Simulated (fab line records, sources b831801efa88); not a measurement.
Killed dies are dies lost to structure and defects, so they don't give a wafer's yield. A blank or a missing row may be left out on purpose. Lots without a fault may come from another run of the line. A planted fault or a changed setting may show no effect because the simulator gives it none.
Which tool did it? | flow gf180mcu | 11 lots, 33 wafers sampled, at 5 steps of a route of 602

WHAT THE GAUGES READ, wafer by wafer
GF_HV_LDD_OVL_MEAS_32.
lot  | measured     | on         | HV_LDD_02_OVL (nm)
L544 | day 11 05:42 | overlay-02 | -1.3 -2.1 -0.1
L545 | day 12 07:23 | overlay-02 | -0.5 -0.3 -2.0
L547 | day 12 16:37 | overlay-01 | 0.2 0.3 -0.2
L554 | day 14 18:29 | overlay-02 | -0.2 -2.8 -2.8
L555 | day 15 04:31 | overlay-01 | -0.6 -1.3 -1.9
L557 | day 16 01:28 | overlay-01 | 0.2 -2.1 -1.9
L558 | day 16 05:38 | overlay-02 | -3.0 -1.0 -0.4
L559 | day 16 14:29 | overlay-02 | -1.2 -1.9 -4.1
L560 | day 16 15:21 | overlay-02 | -1.8 -0.8 0.6
L564 | day 18 08:32 | overlay-02 | -2.2 -4.2 -2.6
L566 | day 18 18:49 | overlay-02 | -2.7 0.6 -0.4

WHICH TOOL RAN EACH LOT (tool, then ch and the chambers of the sampled wafers, then the start)
lot  | GF_STI_ETCH_13                    | GF_STI_STRIP_15                     | GF_MVPSD_STRIP_10                    | GF_HV_LDD_STRIP_10
L544 | rie_diel-01 ch 1,2,3, day 2 02:29 | plasma_asher-01 ch 0,1, day 2 02:41 | plasma_asher-03 ch 0,1, day 4 23:49  | plasma_asher-01 ch 0,1, day 9 17:43
L545 | rie_diel-01 ch 0,1,3, day 2 07:13 | plasma_asher-04 ch 0,1, day 2 07:22 | plasma_asher-03 ch 0,1, day 5 15:28  | plasma_asher-03 ch 1, day 10 18:25
L547 | rie_diel-04 ch 0,2, day 2 16:08   | plasma_asher-01 ch 0,1, day 2 16:17 | plasma_asher-01 ch 0,1, day 5 21:13  | plasma_asher-04 ch 0,1, day 11 02:27
L554 | rie_diel-01 ch 0,2,3, day 4 04:20 | plasma_asher-04 ch 0,1, day 4 04:31 | plasma_asher-04 ch 0,1, day 7 12:40  | plasma_asher-04 ch 0,1, day 13 00:37
L555 | rie_diel-01 ch 2,3, day 4 10:29   | plasma_asher-04 ch 0,1, day 4 10:38 | plasma_asher-01 ch 1, day 7 17:29    | plasma_asher-03 ch 0, day 13 10:09
L557 | rie_diel-04 ch 2,3, day 4 21:48   | plasma_asher-01 ch 0,1, day 4 21:57 | plasma_asher-04 ch 0,1, day 8 11:39  | plasma_asher-01 ch 0,1, day 14 05:45
L558 | rie_diel-02 ch 0,1, day 5 02:05   | plasma_asher-01 ch 0,1, day 5 02:14 | plasma_asher-04 ch 0,1, day 8 16:56  | plasma_asher-04 ch 0,1, day 14 11:17
L559 | rie_diel-04 ch 0,1, day 5 07:34   | plasma_asher-04 ch 0,1, day 5 07:45 | plasma_asher-03 ch 0,1, day 8 20:50  | plasma_asher-03 ch 0,1, day 14 18:54
L560 | rie_diel-02 ch 2,3, day 5 10:47   | plasma_asher-01 ch 0,1, day 5 10:56 | plasma_asher-04 ch 0,1, day 8 22:32  | plasma_asher-03 ch 0,1, day 14 19:54
L564 | rie_diel-04 ch 1,2, day 6 12:06   | plasma_asher-01 ch 0,1, day 6 12:17 | plasma_asher-04 ch 0,1, day 10 06:59 | plasma_asher-01 ch 0,1, day 16 10:33
L566 | rie_diel-04 ch 0,1, day 6 18:44   | plasma_asher-02 ch 0,1, day 6 18:53 | plasma_asher-04 ch 0,1, day 10 10:08 | plasma_asher-04 ch 0,1, day 16 20:26
- GF_STI_ETCH_13: etches the open film in CHF3/O2, stops on Si, target depth 282.31 nm, time 112.9 s.
- GF_STI_STRIP_15: strips in O2/N2.
- GF_MVPSD_STRIP_10: strips in O2/N2.
- GF_HV_LDD_STRIP_10: strips in O2/N2.

THE ANSWER, worked out from the rows above alone
Rule: what is usual is taken from the lots themselves. Put in order of their means at a reading, lots are off if they are a third of the lots or fewer, leave a main group of 4 or more, and stand apart from it by a gap of 3 or more times the standard deviation of the main group's means; of several such gaps the widest counts. A main group whose means are all the same, to the digits that the tables above print for the reading, isn't used. A lot without any number at a reading at which 4 lots or more have one is off too. The other lots that the step has rows for count as sound.
No lot is off at any reading shown: from this, nothing can be told.

WHAT THE SIMULATOR HAD PUT IN
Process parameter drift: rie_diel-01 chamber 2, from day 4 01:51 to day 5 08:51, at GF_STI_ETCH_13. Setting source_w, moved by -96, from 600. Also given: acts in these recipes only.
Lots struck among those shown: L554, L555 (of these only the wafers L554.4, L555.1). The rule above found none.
